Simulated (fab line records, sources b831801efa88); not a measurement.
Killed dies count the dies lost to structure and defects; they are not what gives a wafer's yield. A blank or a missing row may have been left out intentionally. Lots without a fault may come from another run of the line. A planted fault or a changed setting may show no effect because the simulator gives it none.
Which tool is to blame? -- flow sky130 -- 7 lots, 21 wafers sampled, at 1 step of a route of 708

== WHAT THE GAUGES READ, wafer by wafer ==
SKY_SONOS_ONO_THK_MEAS_03.
lot,measured,on,SONOS_ONO_CVD_02_THK (nm)
L690,day 11 19:38,film metro-03,10.76 10.60 10.59
L692,day 12 14:34,film metro-02,10.64 10.49 10.53
L696,day 14 02:33,film metro-04,10.51 10.55 10.48
L700,day 15 02:14,film metro-02,10.49 10.45 10.63
L707,day 17 09:10,film metro-02,10.60 10.76 10.76
L710,day 18 14:01,film metro-04,10.19 10.47 10.43
L712,day 19 07:14,film metro-04,10.62 10.44 10.59

== WHICH TOOL RAN EACH LOT (tool, then ch and the chambers of the sampled wafers, then the start) ==
Record: no process step prior to these readings.

== THE ANSWER, worked out from the rows above alone ==
Rule: the usual values come from the lots themselves. Put in order of their means at a reading, lots are off if they are a third of the lots or fewer, leave a main group of 4 or more, and stand apart from it by a gap of 3 or more times the standard deviation of the main group's means; of several such gaps the widest counts. The tables above print the reading to a certain number of digits; a main group whose means all agree to those digits is not used. Also off: a lot with no number at a reading for which 4 or more lots have one. Where the step has rows for the other lots, those lots are counted as sound.
No lot is off on any of the readings shown, so nothing can be concluded from this.

== WHAT HAD BEEN PUT IN BY THE SIMULATOR ==
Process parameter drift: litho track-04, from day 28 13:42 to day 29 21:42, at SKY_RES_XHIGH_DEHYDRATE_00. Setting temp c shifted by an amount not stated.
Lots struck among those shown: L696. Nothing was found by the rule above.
